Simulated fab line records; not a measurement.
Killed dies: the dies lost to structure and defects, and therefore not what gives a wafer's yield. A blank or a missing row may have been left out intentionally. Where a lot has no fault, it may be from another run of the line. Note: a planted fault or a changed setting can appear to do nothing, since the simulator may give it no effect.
Matching of chambers -- flow gf180mcu -- 4 sister chambers for GF_POLY_GATE_ETCH_12 on rieDiel-03
The step etches BARC in N2/H2. 14 wafers are shown with their chamber, then 7 later ones without.

== WAFERS WITH THEIR CHAMBER ==
wafer,chamber,drypumpMotorCurrentA (A),throttleValvePct (%),oesProductAu (a.u.)
L572.3,0,5.5,13.219,0.740
L572.4,2,5.4,13.217,0.744
L572.5,2,5.4,13.190,0.731
L574.1,1,5.5,13.212,0.734
L574.5,1,5.6,13.219,0.731
L574.6,2,5.4,13.227,0.737
L575.1,0,5.5,13.215,0.736
L575.2,1,5.6,13.202,0.736
L575.6,3,5.6,13.220,0.729
L577.1,3,5.6,13.215,0.740
L577.2,2,5.4,13.202,0.736
L577.6,2,5.4,13.209,0.733
L578.1,3,5.6,13.222,0.732
L578.4,0,5.5,13.220,0.736

SIGNATURES, as means of the wafers listed above
reading,chamber 0,chamber 1,chamber 2,chamber 3,scatter within a chamber
drypumpMotorCurrentA,5.500,5.567,5.400,5.600,0.0258
throttleValvePct,13.21800,13.21100,13.20900,13.21900,0.00992
oesProductAu,0.73733,0.73367,0.73620,0.73367,0.00432
Rule: a wafer's distance from a chamber is the root of the sum, over the readings, of the square of ((its reading less the chamber's mean) divided by the reading's scatter). The wafer belongs to the nearest chamber; if the next one is less than 2 further off, it can't be placed. The scatter is the square root of a quotient: the sum, over the shown wafers, of each reading's squared deviation from its chamber's mean, divided by wafers minus chambers.

== WAFERS WHOSE CHAMBER IS MISSING ==
wafer,drypumpMotorCurrentA (A),throttleValvePct (%),oesProductAu (a.u.)
L578.6,5.5,13.217,0.735
L589.1,5.6,13.226,0.727
L589.2,5.5,13.230,0.731
L589.5,5.5,13.231,0.741
L592.2,5.4,13.207,0.731
L592.4,5.5,13.219,0.739
L592.6,5.6,13.203,0.740

== WHICH CHAMBER EACH ONE RAN IN ==
wafer,from the rows above,in truth
L578.6,0,0
L589.1,can't be placed: 3 or 1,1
L589.2,can't be placed: 0 or 1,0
L589.5,0,0
L592.2,2,2
L592.4,0,0
L592.6,can't be placed: 1 or 3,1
Correctly placed: 4 of 7. Unplaceable from these rows: 3, with the true chamber sitting among the candidates in 3. Number placed wrongly: 0.
